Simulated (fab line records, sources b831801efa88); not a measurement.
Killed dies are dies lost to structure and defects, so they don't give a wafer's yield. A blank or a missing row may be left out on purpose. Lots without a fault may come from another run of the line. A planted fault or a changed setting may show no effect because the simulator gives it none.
A struck lot beside a sound one | flow sky130 | 43 steps out of a route of 708
Sound: wafers L358.4, L358.5, L358.6. Struck: wafers L363.1, L363.6. The cause comes at the end.
At each step with rows: each side's tool, then ch and its chambers, then its first start. Under that, the readings that differ: sound wafers | struck wafers | difference of the means | sigmas: that difference in standard deviations of wafers without a fault.
alike: readings whose means differ by less than 2 such deviations, and words and numbers that are the same on both sides. not compared: withheld readings, readings that some wafer has no value for, bounds like >300 that may hide the same value, and numbers for which the record gives no deviation and whose values overlap.
The two part at a step that has a row with sigmas, a row that says differs or no value, or rows on one side only. Numbers that don't overlap but have no deviation are shown without sigmas and don't part them. A reading that every wafer of one side lacks parts them only if that side has two wafers or more.

first, 2 steps without rows for these wafers: SKY_VIA3_ETCH_14 (etches BARC in N2/H2, stops on SiO2, time 45.9 s, target depth 60 nm); SKY_VIA3_ETCH_15 (etches SiO2 in C4F8/O2/Ar, stops on TiN, target depth 507 nm, time 78 s).
SKY_VIA3_STRIP_16: strips in O2/N2.
  sound on plasma_asher-04 ch 0,1, day 42 02:58; struck on plasma_asher-02 ch 0,1, day 43 17:31
  alike: chamber_pressure_mTorr, drypump_motor_current_A, oes_product_au, strip_time_to_endpoint_s
  not compared: rf_hours_counter_h
then, 3 steps without rows for these wafers: SKY_VIA3_STRIP_17 (strips in post etch residue remover, time 1200 s); SKY_VIA3_CLEAN_18 (cleans in IPA, time 180 s); SKY_VIA3_CLEAN_19 (cleans in O3/DIW).
SKY_VIA3_SPUTTER_20: material TiN, target thk 20 nm, time 80 s.
  sound on pvd_sputter-02, day 42 03:34; struck on pvd_sputter-02, day 43 18:23
  alike: chamber_pressure_pa, throttle_valve_pct
then, 1 step without rows for these wafers: SKY_VIA3_CVD_21 (deposits W, target thk 390 nm, time 117.31 s).
SKY_VIA3_RS_MEAS_22: measures by four-point-probe.
  sound on film_metro-03, day 42 03:46; struck on film_metro-02, day 43 18:47
  alike: VIA3_W_RS
SKY_VIA3_THK_MEAS_23: measures by xrf.
  sound on film_metro-03, day 42 03:52; struck on film_metro-02, day 43 18:55
  alike: VIA3_W_THK
then, 1 step without rows for these wafers: SKY_VIA3_CMP_24 (polishes, stops on SiO2, t overpolish 20 s, target thk 0 nm).
SKY_METAL4_SPUTTER_00: material Ti, target thk 15 nm, time 10 s.
  sound on pvd_sputter-01, day 42 04:11; struck on pvd_sputter-01, day 43 19:40
  alike: chamber_pressure_pa, throttle_valve_pct
SKY_METAL4_SPUTTER_01: material TiN, target thk 20 nm, time 16.7 s.
  sound on pvd_sputter-01, day 42 04:13; struck on pvd_sputter-01, day 43 19:41
  reading                                    | sound            | struck      | difference | sigmas
  model.TiN_of_METAL4_SPUTTER_01.thk_nm (nm) | 20.23 20.3 20.31 | 19.23 19.49 | -0.92      |
  alike: chamber_pressure_pa, throttle_valve_pct
SKY_METAL4_SPUTTER_02: material AlCu, target thk 735 nm, time 39.1 s.
  sound on pvd_sputter-01, day 42 04:14; struck on pvd_sputter-01, day 43 19:43
  alike: chamber_pressure_pa, throttle_valve_pct
then, 3 steps without rows for these wafers: SKY_METAL4_SPUTTER_03 (material Ti, target thk 5 nm, time 3.3 s); SKY_METAL4_SPUTTER_04 (material TiN, target thk 70 nm, time 58.3 s); SKY_CAP2M_CVD_00 (deposits SiO2, target thk 15.5 nm).
SKY_CAP2M_THK_MEAS_01:
  sound on film_metro-03, day 42 04:24; struck on film_metro-04, day 43 19:51
  alike: CAP2M_CVD_00_THK
SKY_CAP2M_SPUTTER_02: material TiN, target thk 200 nm, time 166.7 s.
  sound on pvd_sputter-02, day 42 04:29; struck on pvd_sputter-04, day 43 19:55
  alike: chamber_pressure_pa, throttle_valve_pct
SKY_CAP2M_RS_MEAS_03: measures by four-point-probe.
  sound on film_metro-01, day 42 04:36; struck on film_metro-03, day 43 20:01
  alike: CAP2M_TIN_RS
SKY_CAP2M_THK_MEAS_04: measures by xrf.
  sound on film_metro-01, day 42 04:41; struck on film_metro-03, day 43 20:08
  alike: CAP2M_TIN_THK
then, 7 steps without rows for these wafers: SKY_CAP2M_DEHYDRATE_05 (time 60 s); SKY_CAP2M_HMDS_06 (prime time 60 s); SKY_CAP2M_COAT_07 (resist thk 1140 nm); SKY_CAP2M_SOFTBAKE_08 (time 60 s); SKY_CAP2M_EXPOSE_09 (exposes mask CAP2M, target cd 1000 nm); SKY_CAP2M_PEB_10; SKY_CAP2M_DEVELOP_11 (develop time 60 s).
SKY_CAP2M_OVL_MEAS_12:
  sound on overlay-02, day 43 04:05; struck on overlay-02, day 44 12:26
  reading        | sound          | struck  | difference | sigmas
  CAP2M_OVL (nm) | -2.2 -2.2 -2.2 | 2.6 1.0 | +4.0       | +3
then, 13 steps without rows for these wafers: SKY_CAP2M_METAL_ETCH_13 (etches TiN in Cl2/BCl3, stops on SiO2, target depth 220 nm, time 62.9 s); SKY_CAP2M_STRIP_14 (strips in O2/N2); SKY_CAP2M_STRIP_15 (strips in post etch residue remover, time 1200 s); SKY_CAP2M_CLEAN_16 (cleans in IPA, time 180 s); SKY_CAP2M_CLEAN_17 (cleans in O3/DIW); SKY_METAL4_DEHYDRATE_05 (time 60 s); SKY_METAL4_HMDS_06 (prime time 60 s); SKY_METAL4_COAT_07 (resist thk 60 nm); SKY_METAL4_COAT_08 (resist thk 1140 nm); SKY_METAL4_SOFTBAKE_09 (time 90 s); SKY_METAL4_EXPOSE_10 (exposes mask MM4, target cd 300 nm); SKY_METAL4_PEB_11; SKY_METAL4_DEVELOP_12 (develop time 60 s).
-- the record jumps here: 5 days lie between the struck wafers' starts before and after (it left off in module METAL4 and takes up again in module PAD_OPEN, whose first step shown is number 708 of the route) --
SKY_PAD_OPEN_PROBE_99:
  sound on prober-02, day 47 22:58; struck on prober-02, day 49 02:21
  reading            | sound    | struck                                            | difference                   | sigmas
  hold               | - - -    | await_dispo/4.6h/release await_dispo/4.6h/release | no value on the sound wafers |
  killed_at_contacts | 37 28 32 | 11 27                                             | -13                          | -2
  alike: defect_limited_yield, killed_at_M0_to_M3, killed_at_M4_up, killed_at_front_end, killed_at_other, killed_dies, killed_open, killed_short, sort_bin_3_pad_short, sort_bin_5_function, sort_bin_6_memory, sort_n_pass, sort_yield_pct

WHERE THEY PART
First at SKY_CAP2M_OVL_MEAS_12; last, within this record, at SKY_PAD_OPEN_PROBE_99.

WHY: what the simulator had put in
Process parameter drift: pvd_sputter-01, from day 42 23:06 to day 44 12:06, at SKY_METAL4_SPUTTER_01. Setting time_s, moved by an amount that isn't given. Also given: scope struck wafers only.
